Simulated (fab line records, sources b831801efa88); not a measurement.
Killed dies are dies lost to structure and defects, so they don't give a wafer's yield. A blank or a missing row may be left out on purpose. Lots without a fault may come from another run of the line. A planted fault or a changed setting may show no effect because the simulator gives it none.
Tool commonality check | flow sky130 | 15 lots, 45 wafers sampled

WHY IT WAS OPENED
At SKY_VT_ADJUST_LVTN_TW_MEAS_21 the reading VT_ADJUST_LVTN_2_TW is flagged on 3 of 15 lots. Wafers without a fault read 188.4, standard deviation 0.98.
Rule: a lot is flagged when every wafer of it that has a number lies more than 4 standard deviations from that mean, or none has a number. The other lots count as sound.

lot  | measured     | on            | VT_ADJUST_LVTN_2_TW, wafer by wafer | flag
L804 | day 7 11:38  | film_metro-02 | 188.0 189.0 189.4                   |
L805 | day 7 19:39  | film_metro-04 | 190.6 189.4 190.2                   |
L807 | day 8 09:57  | film_metro-04 | 188.4 188.3 188.5                   |
L809 | day 9 02:02  | film_metro-01 | 30.1 30.0 30.1                      | FLAGGED
L810 | day 9 06:42  | film_metro-04 | 30.0 30.3 30.2                      | FLAGGED
L811 | day 9 10:14  | film_metro-04 | 30.3 30.2 30.1                      | FLAGGED
L812 | day 9 16:35  | film_metro-04 | 188.5 188.7 189.1                   |
L813 | day 10 01:24 | film_metro-02 | 188.8 188.6 187.4                   |
L816 | day 10 23:02 | film_metro-02 | 187.3 188.2 187.8                   |
L817 | day 11 03:00 | film_metro-01 | 188.6 187.7 186.7                   |
L818 | day 11 09:59 | film_metro-01 | 186.8 187.1 186.7                   |
L821 | day 12 20:30 | film_metro-04 | 188.7 189.2 188.8                   |
L822 | day 13 10:52 | film_metro-04 | 189.9 190.4 189.7                   |
L824 | day 13 23:56 | film_metro-02 | 188.1 189.1 189.0                   |
L826 | day 14 03:38 | film_metro-04 | 189.1 189.1 187.9                   |
The numbers of the flagged lots are 30.1 on average: -158.3 against the usual, or -99 or more standard deviations.

WHICH TOOL RAN EACH LOT
The record holds 1 process step before the reading, out of a route of 708 steps. In each cell: the tool, then ch and the chambers that the sampled wafers went through, then the start.
lot  | flag    | SKY_VT_ADJUST_LVTN_IMPLANT_19
L804 |         | implanter-04 ch 0, day 7 11:23
L805 |         | implanter-02 ch 0, day 7 19:24
L807 |         | implanter-02 ch 0, day 8 09:42
L809 | FLAGGED | implanter-02, day 9 01:47
L810 | FLAGGED | implanter-02, day 9 06:27
L811 | FLAGGED | implanter-02, day 9 09:59
L812 |         | implanter-04 ch 0, day 9 16:21
L813 |         | implanter-01 ch 0, day 10 01:10
L816 |         | implanter-02 ch 0, day 10 22:47
L817 |         | implanter-04 ch 0, day 11 02:47
L818 |         | implanter-02 ch 0, day 11 09:45
L821 |         | implanter-02 ch 0, day 12 20:16
L822 |         | implanter-04 ch 0, day 13 10:39
L824 |         | implanter-02 ch 0, day 13 23:41
L826 |         | implanter-04 ch 0, day 14 03:23
What these steps do:
- SKY_VT_ADJUST_LVTN_IMPLANT_19
- SKY_VT_ADJUST_LVTN_TW_MEAS_21

FLAGGED OVER TOTAL, TOOL BY TOOL (the gauges that took the reading come last)
step                          | tool          | lots run | flagged | share of the flagged lots | sound lots run after its first flagged lot
SKY_VT_ADJUST_LVTN_IMPLANT_19 | implanter-01  | 1        | 0       | none                      | -
SKY_VT_ADJUST_LVTN_IMPLANT_19 | implanter-02  | 9        | 3       | all                       | 4 (L816,L818,L821,L824)
SKY_VT_ADJUST_LVTN_IMPLANT_19 | implanter-04  | 5        | 0       | none                      | -
SKY_VT_ADJUST_LVTN_TW_MEAS_21 | film_metro-01 | 3        | 1       | some                      | 2 (L817,L818)
SKY_VT_ADJUST_LVTN_TW_MEAS_21 | film_metro-02 | 4        | 0       | none                      | -
SKY_VT_ADJUST_LVTN_TW_MEAS_21 | film_metro-04 | 8        | 2       | some                      | 4 (L812,L821,L822,L826)

WHAT THE TABLE ALLOWS
1 row of the table ran every flagged lot: implanter-02 at SKY_VT_ADJUST_LVTN_IMPLANT_19.
- implanter-02 at SKY_VT_ADJUST_LVTN_IMPLANT_19: 3 of its 9 lots flagged. Sound lots ran on it after the first flagged one (L816, L818, L821, L824), which a lasting fault on the whole tool wouldn't allow. On the flagged lots its readings are blank where sound lots have values: beam_energy_keV, beam_on_s, end_station_pressure_torr.
No row of the table ran every flagged lot and no sound lot after the first.

WHAT THE SIMULATOR HAD PUT IN
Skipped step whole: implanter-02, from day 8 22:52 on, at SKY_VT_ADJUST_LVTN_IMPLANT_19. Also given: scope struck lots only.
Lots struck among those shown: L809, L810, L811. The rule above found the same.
